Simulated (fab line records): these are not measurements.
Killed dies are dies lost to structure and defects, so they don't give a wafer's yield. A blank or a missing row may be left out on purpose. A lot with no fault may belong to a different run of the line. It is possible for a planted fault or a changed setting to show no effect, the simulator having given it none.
Which tool is to blame? / flow sfq_line / 7 lots (21 wafers sampled), 1 step of a 325-step route

== WHAT THE GAUGES READ, wafer by wafer ==
SFQ_L0V_OVL_MEAS_903.
lot=L607; measured=day 6 01:13; on=overlay-01; L0V_OVL (nm)=-3 -2 1
lot=L609; measured=day 6 14:25; on=overlay-01; L0V_OVL (nm)=6 7 3
lot=L615; measured=day 7 23:46; on=overlay-02; L0V_OVL (nm)=-3 -11 5
lot=L619; measured=day 9 00:56; on=overlay-02; L0V_OVL (nm)=0 2 1
lot=L621; measured=day 9 12:29; on=overlay-01; L0V_OVL (nm)=-5 -11 -7
lot=L623; measured=day 9 23:17; on=overlay-02; L0V_OVL (nm)=0 4 -4
lot=L626; measured=day 10 18:29; on=overlay-02; L0V_OVL (nm)=3 2 -5

== EACH LOT AND THE TOOL THAT RAN IT (in order: tool; ch and the chambers of the sampled wafers; start) ==
Record: no process step prior to these readings.

== THE ANSWER, worked out from the rows above alone ==
Rule: usual is defined by the lots themselves. The widest of any qualifying gaps counts: lots, ordered by their means at a reading, are off when they make up no more than a third of the lots, leave a main group of 4 or more, and stand apart from it by 3 or more times the standard deviation of that group's means. A main group is skipped when, at the precision printed for the reading in the tables above, its means are all equal. A lot without any number at a reading at which 4 lots or more have one is off too. The other lots that the step has rows for count as sound.
No lot is off at any reading shown: from this, nothing can be told.

== WHAT THE SIMULATOR HAD INSERTED ==
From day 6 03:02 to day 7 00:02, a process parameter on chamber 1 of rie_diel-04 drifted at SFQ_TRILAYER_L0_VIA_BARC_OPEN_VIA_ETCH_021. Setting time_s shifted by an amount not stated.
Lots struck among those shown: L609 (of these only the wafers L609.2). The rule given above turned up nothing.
